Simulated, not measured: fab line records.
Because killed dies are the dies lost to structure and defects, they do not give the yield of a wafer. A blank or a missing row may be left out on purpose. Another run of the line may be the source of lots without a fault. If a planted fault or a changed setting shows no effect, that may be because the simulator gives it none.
fab line records	flow gf180mcu	part 1 of 2: steps 1 to 33 of 42
record lots=5	wafers=15	last-day=34
route steps=602 shown HV_LDD@189
lots that met no fault: from a run of the same line without faults
start-h: start of the lot's first displayed wafer, in hours after the record's first day	wait-h: hours since the lot's step before	" as in the row above	L1.1+2: a single row standing in for several wafers	- no value, or no start given	* or withheld: withheld	< > ~ a bound
route shown NAME@n: names a module that has steps shown in the file, with the first one's number in the route	usual: mean/standard deviation taken from wafers without a fault	same: alike in all rows	chamber/n: place in a boat	sites: per-site readings	_std_site: how widely they spread, as a standard deviation	_edge_site: inner sites' mean taken away from outer sites' mean	radius-mm: how far each site lies from the wafer's centre	mask NAME#n: copy n	behind: tool/chamber where the wafer was last shaped	hold: why the lot was held/for how many hours/how that ended	device: transistor that didn't switch, given as n, p or np	end of line: tests run on the same wafers once the route is complete	step lacking rows: just its recipe	killed: not the wafer's yield, but the dies lost to structure and defects at the first sort	map: a wafer's dies, x killed, . not, _ none there
set.NAME: the setting as run; set.NAME@STEP: as run at that earlier step	model.NAME: the simulator's own value behind a step, which no gauge read
a table for each step, a row for each wafer; lots at some steps of the route
services: a tool's chamber out of use, with start hour (start-h, from the record's first day; less than 0 if before it), hours out, and reason
## steps
# step GF_HV_LDD_HMDS_13
# recipe prime-time-s=60	prime-temp-c=120
lot.wafer	tool	chamber	start-h	wait-h
L083.1+2+6	litho-track-03	0	292.91	0.1
L084.1+2+5	litho-track-03	0	302.56	0.1
L085.1+4+6	litho-track-01	0	307.57	0.1
L087.2+4+5	litho-track-02	0	322.10	0.1
L095.1+2+4	litho-track-03	0	388.31	0.1
# step GF_HV_LDD_COAT_14
# recipe resist=NOVOLAK	spin-rpm=3000	resist-thk-nm=1000
lot.wafer	tool	chamber	start-h	wait-h
L083.1+2+6	litho-track-03	0	293.06	0.1
L084.1+2+5	litho-track-03	0	302.71	0.1
L085.1+4+6	litho-track-01	0	307.72	0.1
L087.2+4+5	litho-track-02	0	322.25	0.1
L095.1+2+4	litho-track-03	0	388.46	0.1
# step GF_HV_LDD_SOFTBAKE_15
# recipe temp-c=90	time-s=60	resist=NOVOLAK
lot.wafer	tool	chamber	start-h	wait-h
L083.1+2+6	litho-track-03	0	293.21	0.1
L084.1+2+5	litho-track-03	0	302.86	0.1
L085.1+4+6	litho-track-01	0	307.87	0.1
L087.2+4+5	litho-track-02	0	322.40	0.1
L095.1+2+4	litho-track-03	0	388.61	0.1
# step GF_HV_LDD_EXPOSE_16
# recipe mask-id=Pplus_LV_AREA	target-cd-nm=400	na=0.6	source-shape=conventional	sigma-outer=0.6	dose-mj=140
# same sigma-outer=0.6
lot.wafer	tool	chamber	start-h	wait-h	mask
L083.1+2+6	iline-stepper-02	0	-	-	Pplus_LV_AREA#0
L084.1+2+5	iline-stepper-01	0	-	-	Pplus_LV_AREA#0
L085.1+4+6	iline-stepper-01	0	-	-	Pplus_LV_AREA#0
L087.2+4+5	iline-stepper-02	0	-	-	Pplus_LV_AREA#0
L095.1+2+4	iline-stepper-02	0	-	-	Pplus_LV_AREA#0
# step GF_HV_LDD_PEB_17
# recipe temp-c=withheld	time-s=*	resist=NOVOLAK
lot.wafer	tool	chamber	start-h	wait-h
L083.1+2+6	litho-track-02	0	-	-
L084.1+2+5	litho-track-01	0	-	-
L085.1+4+6	litho-track-01	0	-	-
L087.2+4+5	litho-track-02	0	-	-
L095.1+2+4	litho-track-02	0	-	-
# step GF_HV_LDD_DEVELOP_18
# recipe develop-time-s=60	dev-temp-c=23
# usual developer-temp-C=23.03/0.099
lot.wafer	tool	chamber	start-h	wait-h	developer-temp-C
L083.1	litho-track-02	0	303.13	0.1	23.04
L083.2	"	0	"	"	23.02
L083.6	"	0	"	"	23.08
L084.1	litho-track-01	0	312.62	0.1	23.13
L084.2	"	0	"	"	23.00
L084.5	"	0	"	"	23.06
L085.1	litho-track-01	0	318.17	0.1	23.06
L085.4	"	0	"	"	23.04
L085.6	"	0	"	"	23.18
L087.2	litho-track-02	0	332.85	0.1	23.05
L087.4	"	0	"	"	23.22
L087.5	"	0	"	"	23.21
L095.1	litho-track-02	0	399.98	0.1	22.99
L095.2	"	0	"	"	22.89
L095.4	"	0	"	"	23.00
# step GF_HV_LDD_CD_MEAS_19
# recipe target-cd-nm=400
# usual cd-nm=399.6/2.8
lot.wafer	tool	chamber	start-h	wait-h	cd-nm
L083.1	cd-sem-02	-	303.28	0.1	399.3
L083.2	"	-	"	"	398.3
L083.6	"	-	"	"	398.8
L084.1	cd-sem-01	-	312.77	0.1	399.5
L084.2	"	-	"	"	398.5
L084.5	"	-	"	"	397.5
L085.1	cd-sem-02	-	318.32	0.1	394.9
L085.4	"	-	"	"	398.6
L085.6	"	-	"	"	395.2
L087.2	cd-sem-02	-	333.00	0.1	400.7
L087.4	"	-	"	"	399.7
L087.5	"	-	"	"	400.0
L095.1	cd-sem-01	-	400.13	0.1	397.9
L095.2	"	-	"	"	398.5
L095.4	"	-	"	"	398.7
# step GF_HV_LDD_OVL_MEAS_20
# usual HV_LDD_01_OVL=-0.9/1.2
lot.wafer	tool	chamber	start-h	wait-h	HV_LDD_01_OVL[nm]
L083.1	overlay-02	-	303.40	0.1	-0.3
L083.2	"	-	"	"	-3.3
L083.6	"	-	"	"	-3.2
L084.1	overlay-01	-	312.89	0.1	-0.2
L084.2	"	-	"	"	-1.6
L084.5	"	-	"	"	-1.9
L085.1	overlay-01	-	318.44	0.1	0.7
L085.4	"	-	"	"	-0.1
L085.6	"	-	"	"	-0.9
L087.2	overlay-02	-	333.11	0.1	-1.0
L087.4	"	-	"	"	0.4
L087.5	"	-	"	"	-1.5
L095.1	overlay-01	-	400.25	0.1	-0.3
L095.2	"	-	"	"	-1.4
L095.4	"	-	"	"	-2.5
# step GF_HV_LDD_IMPLANT_21
# recipe species=BF2	energy-kev=25	dose-cm2=5e+13	tilt-deg=7
# usual beam-on-s=10.00/0.2
lot.wafer	tool	chamber	start-h	wait-h	beam-on-s
L083.1	implanter-02	0	303.44	0.0	10.01
L083.2	"	0	"	"	10.19
L083.6	"	0	"	"	9.86
L084.1	implanter-03	0	312.93	0.0	9.77
L084.2	"	0	"	"	9.76
L084.5	"	0	"	"	10.08
L085.1	implanter-01	0	318.48	0.0	9.36
L085.4	"	0	"	"	10.23
L085.6	"	0	"	"	9.86
L087.2	implanter-01	0	333.16	0.0	10.52
L087.4	"	0	"	"	9.83
L087.5	"	0	"	"	9.88
L095.1	implanter-01	0	400.29	0.0	9.97
L095.2	"	0	"	"	9.62
L095.4	"	0	"	"	9.99
# step GF_HV_LDD_STRIP_22
# recipe chemistry=O2/N2	power-w=1400	pressure-mtorr=1500	platen-temp-c=250	o2-flow-sccm=3000	n2-flow-sccm=300	overash-fraction=0.5
# usual drypump-motor-current-A=5.9/0.44	heater-power-w=333/31	oes-product-au=0.716/0.0049	strip-time-to-endpoint-s=12.64/0.041
lot.wafer	tool	chamber	start-h	wait-h	drypump-motor-current-A	heater-power-w	oes-product-au	rf-hours-counter-h	strip-time-to-endpoint-s
L083.1	plasma-asher-03	1	303.59	0.1	5.4	316	0.716	70	12.69
L083.2	"	0	"	"	5.3	352	0.722	70	12.66
L083.6	"	1	"	"	5.4	311	0.713	-	12.68
L084.1	plasma-asher-02	0	313.08	0.1	6.3	316	0.706	52	12.66
L084.2	"	1	"	"	5.7	299	0.710	52	12.68
L084.5	"	1	"	"	5.7	294	0.716	-	12.65
L085.1	plasma-asher-04	1	318.63	0.1	6.5	372	0.713	21	12.73
L085.4	"	1	"	"	6.5	378	0.719	-	12.67
L085.6	"	1	"	"	6.5	385	0.716	-	12.73
L087.2	plasma-asher-02	0	333.29	0.1	6.3	317	0.707	54	12.61
L087.4	"	1	"	"	5.7	301	0.709	-	12.58
L087.5	"	0	"	"	6.2	309	0.714	-	12.60
L095.1	plasma-asher-03	0	400.44	0.1	5.3	354	0.713	80	12.65
L095.2	"	1	"	"	5.4	307	0.726	80	12.61
L095.4	"	1	"	"	5.4	314	0.722	-	12.65
# step GF_HV_LDD_TW_MEAS_23
# usual HV_LDD_2_TW=1062/8.5
lot.wafer	tool	chamber	start-h	wait-h	HV_LDD_2_TW
L083.1	film-metro-01	-	303.69	0.1	1055
L083.2	"	-	"	"	1053
L083.6	"	-	"	"	1054
L084.1	film-metro-03	-	313.18	0.1	1079
L084.2	"	-	"	"	1076
L084.5	"	-	"	"	1078
L085.1	film-metro-04	-	318.73	0.1	1051
L085.4	"	-	"	"	1046
L085.6	"	-	"	"	1057
L087.2	film-metro-03	-	333.40	0.1	1084
L087.4	"	-	"	"	1076
L087.5	"	-	"	"	1069
L095.1	film-metro-01	-	400.54	0.1	1046
L095.2	"	-	"	"	1055
L095.4	"	-	"	"	1061
# step GF_HV_LDD_DEHYDRATE_24
# recipe temp-c=200	time-s=60
lot.wafer	tool	chamber	start-h	wait-h
L083.1+2+6	litho-track-03	0	313.31	9.6
L084.1+2+5	litho-track-03	0	323.21	10.0
L085.1+4+6	litho-track-01	0	328.32	9.6
L087.2+4+5	litho-track-03	0	343.54	10.1
L095.1+2+4	litho-track-01	0	411.62	11.1
# step GF_HV_LDD_HMDS_25
# recipe prime-time-s=60	prime-temp-c=120
lot.wafer	tool	chamber	start-h	wait-h
L083.1+2+6	litho-track-03	0	313.46	0.1
L084.1+2+5	litho-track-03	0	323.36	0.1
L085.1+4+6	litho-track-01	0	328.47	0.1
L087.2+4+5	litho-track-03	0	343.69	0.1
L095.1+2+4	litho-track-01	0	411.77	0.1
# step GF_HV_LDD_COAT_26
# recipe resist=NOVOLAK	spin-rpm=3000	resist-thk-nm=1000
lot.wafer	tool	chamber	start-h	wait-h
L083.1+2+6	litho-track-03	0	313.61	0.1
L084.1+2+5	litho-track-03	0	323.51	0.1
L085.1+4+6	litho-track-01	0	328.62	0.1
L087.2+4+5	litho-track-03	0	343.84	0.1
L095.1+2+4	litho-track-01	0	411.92	0.1
# step GF_HV_LDD_SOFTBAKE_27
# recipe temp-c=90	time-s=60	resist=NOVOLAK
lot.wafer	tool	chamber	start-h	wait-h
L083.1+2+6	litho-track-03	0	313.76	0.1
L084.1+2+5	litho-track-03	0	323.66	0.1
L085.1+4+6	litho-track-01	0	328.77	0.1
L087.2+4+5	litho-track-03	0	343.99	0.1
L095.1+2+4	litho-track-01	0	412.07	0.1
# step GF_HV_LDD_EXPOSE_28
# recipe mask-id=Nplus_HV_AREA	target-cd-nm=400	na=0.6	source-shape=conventional	sigma-outer=0.6	dose-mj=140
# same sigma-outer=0.6
lot.wafer	tool	chamber	start-h	wait-h	mask
L083.1+2+6	iline-stepper-02	0	-	-	Nplus_HV_AREA#0
L084.1+2+5	iline-stepper-02	0	-	-	Nplus_HV_AREA#0
L085.1+4+6	iline-stepper-01	0	-	-	Nplus_HV_AREA#0
L087.2+4+5	iline-stepper-02	0	-	-	Nplus_HV_AREA#0
L095.1+2+4	iline-stepper-02	0	-	-	Nplus_HV_AREA#0
# step GF_HV_LDD_PEB_29
# recipe temp-c=withheld	time-s=*	resist=NOVOLAK
lot.wafer	tool	chamber	start-h	wait-h
L083.1+2+6	litho-track-01	0	-	-
L084.1+2+5	litho-track-01	0	-	-
L085.1+4+6	litho-track-03	0	-	-
L087.2+4+5	litho-track-01	0	-	-
L095.1+2+4	litho-track-03	0	-	-
# step GF_HV_LDD_DEVELOP_30
# recipe develop-time-s=60	dev-temp-c=23
# usual developer-temp-C=23.01/0.11
lot.wafer	tool	chamber	start-h	wait-h	developer-temp-C
L083.1	litho-track-01	0	324.02	0.1	22.97
L083.2	"	0	"	"	22.94
L083.6	"	0	"	"	22.98
L084.1	litho-track-01	0	334.27	0.1	22.99
L084.2	"	0	"	"	23.10
L084.5	"	0	"	"	23.00
L085.1	litho-track-03	0	339.61	0.1	23.08
L085.4	"	0	"	"	23.25
L085.6	"	0	"	"	23.18
L087.2	litho-track-01	0	354.90	0.1	23.00
L087.4	"	0	"	"	23.02
L087.5	"	0	"	"	23.19
L095.1	litho-track-03	0	424.56	0.1	22.98
L095.2	"	0	"	"	22.96
L095.4	"	0	"	"	23.13
# step GF_HV_LDD_CD_MEAS_31
# recipe target-cd-nm=400
# usual cd-nm=399.9/1.8
lot.wafer	tool	chamber	start-h	wait-h	cd-nm
L083.1	cd-sem-02	-	324.17	0.1	399.9
L083.2	"	-	"	"	397.5
L083.6	"	-	"	"	399.9
L084.1	cd-sem-02	-	334.42	0.1	400.7
L084.2	"	-	"	"	397.1
L084.5	"	-	"	"	399.6
L085.1	cd-sem-02	-	339.76	0.1	402.4
L085.4	"	-	"	"	403.5
L085.6	"	-	"	"	400.5
L087.2	cd-sem-02	-	355.04	0.1	399.3
L087.4	"	-	"	"	396.7
L087.5	"	-	"	"	398.5
L095.1	cd-sem-02	-	424.71	0.1	401.5
L095.2	"	-	"	"	401.5
L095.4	"	-	"	"	401.6
# step GF_HV_LDD_OVL_MEAS_32
# usual HV_LDD_02_OVL=0.1/1.3
lot.wafer	tool	chamber	start-h	wait-h	HV_LDD_02_OVL[nm]
L083.1	overlay-02	-	324.29	0.1	0.5
L083.2	"	-	"	"	1.5
L083.6	"	-	"	"	1.7
L084.1	overlay-02	-	334.54	0.1	0.8
L084.2	"	-	"	"	0.2
L084.5	"	-	"	"	1.2
L085.1	overlay-02	-	339.88	0.1	1.1
L085.4	"	-	"	"	2.5
L085.6	"	-	"	"	2.1
L087.2	overlay-01	-	355.15	0.1	0.5
L087.4	"	-	"	"	0.5
L087.5	"	-	"	"	-0.7
L095.1	overlay-01	-	424.83	0.1	2.8
L095.2	"	-	"	"	1.7
L095.4	"	-	"	"	1.0
# step GF_HV_LDD_IMPLANT_33
# recipe species=P	energy-kev=60	dose-cm2=7.5e+12	tilt-deg=30	rotation-deg=0
# usual beam-on-s=10.01/0.2
lot.wafer	tool	chamber	start-h	wait-h	beam-on-s
L083.1	implanter-03	0	324.33	0.0	9.94
L083.2	"	0	"	"	9.89
L083.6	"	0	"	"	10.29
L084.1	implanter-03	0	334.58	0.0	9.67
L084.2	"	0	"	"	10.02
L084.5	"	0	"	"	9.93
L085.1	implanter-03	0	339.92	0.0	10.10
L085.4	"	0	"	"	10.24
L085.6	"	0	"	"	10.17
L087.2	implanter-02	0	355.20	0.0	9.96
L087.4	"	0	"	"	10.07
L087.5	"	0	"	"	9.97
L095.1	implanter-03	0	424.87	0.0	9.82
L095.2	"	0	"	"	9.77
L095.4	"	0	"	"	10.06
# step GF_HV_LDD_IMPLANT_34
# recipe species=P	energy-kev=60	dose-cm2=7.5e+12	tilt-deg=30	rotation-deg=90
# usual beam-on-s=10.02/0.2
lot.wafer	tool	chamber	start-h	wait-h	beam-on-s
L083.1	implanter-03	0	324.48	0.1	10.04
L083.2	"	0	"	"	10.17
L083.6	"	0	"	"	10.27
L084.1	implanter-03	0	334.73	0.1	10.03
L084.2	"	0	"	"	9.81
L084.5	"	0	"	"	10.03
L085.1	implanter-03	0	340.07	0.1	9.64
L085.4	"	0	"	"	10.13
L085.6	"	0	"	"	10.13
L087.2	implanter-02	0	355.35	0.1	10.02
L087.4	"	0	"	"	10.11
L087.5	"	0	"	"	9.87
L095.1	implanter-03	0	425.02	0.1	10.22
L095.2	"	0	"	"	10.09
L095.4	"	0	"	"	9.76
# step GF_HV_LDD_IMPLANT_35
# recipe species=P	energy-kev=60	dose-cm2=7.5e+12	tilt-deg=30	rotation-deg=180
# usual beam-on-s=10.01/0.22
lot.wafer	tool	chamber	start-h	wait-h	beam-on-s
L083.1	implanter-03	0	324.63	0.1	9.76
L083.2	"	0	"	"	9.75
L083.6	"	0	"	"	10.00
L084.1	implanter-03	0	334.88	0.1	9.94
L084.2	"	0	"	"	9.98
L084.5	"	0	"	"	10.14
L085.1	implanter-03	0	340.22	0.1	9.92
L085.4	"	0	"	"	9.82
L085.6	"	0	"	"	10.01
L087.2	implanter-02	0	355.50	0.1	10.24
L087.4	"	0	"	"	10.18
L087.5	"	0	"	"	10.50
L095.1	implanter-03	0	425.17	0.1	9.91
L095.2	"	0	"	"	10.26
L095.4	"	0	"	"	9.68
# step GF_HV_LDD_IMPLANT_36
# recipe species=P	energy-kev=60	dose-cm2=7.5e+12	tilt-deg=30	rotation-deg=270
# usual beam-on-s=9.98/0.22
lot.wafer	tool	chamber	start-h	wait-h	beam-on-s
L083.1	implanter-03	0	324.78	0.1	10.19
L083.2	"	0	"	"	10.33
L083.6	"	0	"	"	10.05
L084.1	implanter-03	0	335.03	0.1	9.95
L084.2	"	0	"	"	9.91
L084.5	"	0	"	"	9.91
L085.1	implanter-03	0	340.37	0.1	10.19
L085.4	"	0	"	"	10.06
L085.6	"	0	"	"	9.75
L087.2	implanter-02	0	355.65	0.1	9.98
L087.4	"	0	"	"	9.67
L087.5	"	0	"	"	9.72
L095.1	implanter-03	0	425.32	0.1	9.99
L095.2	"	0	"	"	10.39
L095.4	"	0	"	"	9.90
# step GF_HV_LDD_STRIP_37
# recipe chemistry=O2/N2	power-w=1400	pressure-mtorr=1500	platen-temp-c=250	o2-flow-sccm=3000	n2-flow-sccm=300	overash-fraction=0.5
# usual drypump-motor-current-A=5.7/0.41	heater-power-w=328/27	oes-product-au=0.716/0.0045	strip-time-to-endpoint-s=12.64/0.034
lot.wafer	tool	chamber	start-h	wait-h	drypump-motor-current-A	heater-power-w	oes-product-au	rf-hours-counter-h	strip-time-to-endpoint-s
L083.1	plasma-asher-02	0	324.93	0.1	6.2	313	0.715	54	12.66
L083.2	"	1	"	"	5.7	299	0.716	54	12.64
L083.6	"	0	"	"	6.3	318	0.719	-	12.65
L084.1	plasma-asher-03	1	335.18	0.1	5.4	315	0.716	73	12.62
L084.2	"	0	"	"	5.3	363	0.725	73	12.66
L084.5	"	1	"	"	5.4	311	0.716	-	12.65
L085.1	plasma-asher-02	1	340.52	0.1	5.7	299	0.717	55	12.63
L085.4	"	0	"	"	6.2	312	0.725	-	12.65
L085.6	"	0	"	"	6.2	316	0.709	-	12.64
L087.2	plasma-asher-03	1	355.78	0.1	5.4	317	0.724	76	12.63
L087.4	"	1	"	"	5.3	314	0.721	-	12.62
L087.5	"	0	"	"	5.3	353	0.713	-	12.63
L095.1	plasma-asher-04	1	425.47	0.1	6.5	378	0.722	31	12.64
L095.2	"	0	"	"	5.6	324	0.717	31	12.64
L095.4	"	0	"	"	5.6	324	0.706	-	12.63
# step GF_HV_LDD_TW_MEAS_38
# usual HV_LDD_3_TW=1447/9.9
lot.wafer	tool	chamber	start-h	wait-h	HV_LDD_3_TW
L083.1	film-metro-01	-	325.03	0.1	1445
L083.2	"	-	"	"	1445
L083.6	"	-	"	"	1435
L084.1	film-metro-03	-	335.28	0.1	1464
L084.2	"	-	"	"	1467
L084.5	"	-	"	"	1464
L085.1	film-metro-03	-	340.62	0.1	1460
L085.4	"	-	"	"	1452
L085.6	"	-	"	"	1462
L087.2	film-metro-03	-	355.89	0.1	1454
L087.4	"	-	"	"	1466
L087.5	"	-	"	"	1460
L095.1	film-metro-01	-	425.57	0.1	1441
L095.2	"	-	"	"	1447
L095.4	"	-	"	"	1442
# step GF_HV_LDD_DEHYDRATE_39
# recipe temp-c=200	time-s=60
lot.wafer	tool	chamber	start-h	wait-h
L083.1+2+6	litho-track-02	0	334.83	9.8
L084.1+2+5	litho-track-02	0	345.58	10.3
L085.1+4+6	litho-track-03	0	351.41	10.8
L087.2+4+5	litho-track-03	0	366.79	10.9
L095.1+2+4	litho-track-02	0	436.63	11.0
# step GF_HV_LDD_HMDS_40
# recipe prime-time-s=60	prime-temp-c=120
lot.wafer	tool	chamber	start-h	wait-h
L083.1+2+6	litho-track-02	0	334.98	0.1
L084.1+2+5	litho-track-02	0	345.73	0.1
L085.1+4+6	litho-track-03	0	351.56	0.1
L087.2+4+5	litho-track-03	0	366.94	0.1
L095.1+2+4	litho-track-02	0	436.78	0.1
# step GF_HV_LDD_COAT_41
# recipe resist=NOVOLAK	spin-rpm=3000	resist-thk-nm=1000
lot.wafer	tool	chamber	start-h	wait-h
L083.1+2+6	litho-track-02	0	335.13	0.1
L084.1+2+5	litho-track-02	0	345.88	0.1
L085.1+4+6	litho-track-03	0	351.71	0.1
L087.2+4+5	litho-track-03	0	367.09	0.1
L095.1+2+4	litho-track-02	0	436.93	0.1
# step GF_HV_LDD_SOFTBAKE_42
# recipe temp-c=90	time-s=60	resist=NOVOLAK
lot.wafer	tool	chamber	start-h	wait-h
L083.1+2+6	litho-track-02	0	335.28	0.1
L084.1+2+5	litho-track-02	0	346.03	0.1
L085.1+4+6	litho-track-03	0	351.86	0.1
L087.2+4+5	litho-track-03	0	367.24	0.1
L095.1+2+4	litho-track-02	0	437.08	0.1
# step GF_HV_LDD_EXPOSE_43
# recipe mask-id=Pplus_HV_AREA	target-cd-nm=400	na=0.6	source-shape=conventional	sigma-outer=0.6	dose-mj=140
# same sigma-outer=0.6
lot.wafer	tool	chamber	start-h	wait-h	mask
L083.1+2+6	iline-stepper-01	0	-	-	Pplus_HV_AREA#0
L084.1+2+5	iline-stepper-01	0	-	-	Pplus_HV_AREA#0
L085.1+4+6	iline-stepper-02	0	-	-	Pplus_HV_AREA#0
L087.2+4+5	iline-stepper-02	0	-	-	Pplus_HV_AREA#0
L095.1+2+4	iline-stepper-01	0	-	-	Pplus_HV_AREA#0
# step GF_HV_LDD_PEB_44
# recipe temp-c=withheld	time-s=*	resist=NOVOLAK
lot.wafer	tool	chamber	start-h	wait-h
L083.1+2+6	litho-track-01	0	-	-
L084.1+2+5	litho-track-02	0	-	-
L085.1+4+6	litho-track-03	0	-	-
L087.2+4+5	litho-track-03	0	-	-
L095.1+2+4	litho-track-01	0	-	-
# step GF_HV_LDD_DEVELOP_45
# recipe develop-time-s=60	dev-temp-c=23
# usual developer-temp-C=23.01/0.12
lot.wafer	tool	chamber	start-h	wait-h	developer-temp-C
L083.1	litho-track-01	0	346.27	0.1	22.96
L083.2	"	0	"	"	22.90
L083.6	"	0	"	"	22.91
L084.1	litho-track-02	0	356.43	0.1	23.16
L084.2	"	0	"	"	23.15
L084.5	"	0	"	"	23.00
L085.1	litho-track-03	0	361.81	0.1	23.04
L085.4	"	0	"	"	23.20
L085.6	"	0	"	"	22.98
L087.2	litho-track-03	0	378.49	0.1	22.93
L087.4	"	0	"	"	23.02
L087.5	"	0	"	"	22.98
L095.1	litho-track-01	0	449.77	0.1	22.93
L095.2	"	0	"	"	22.96
L095.4	"	0	"	"	22.81
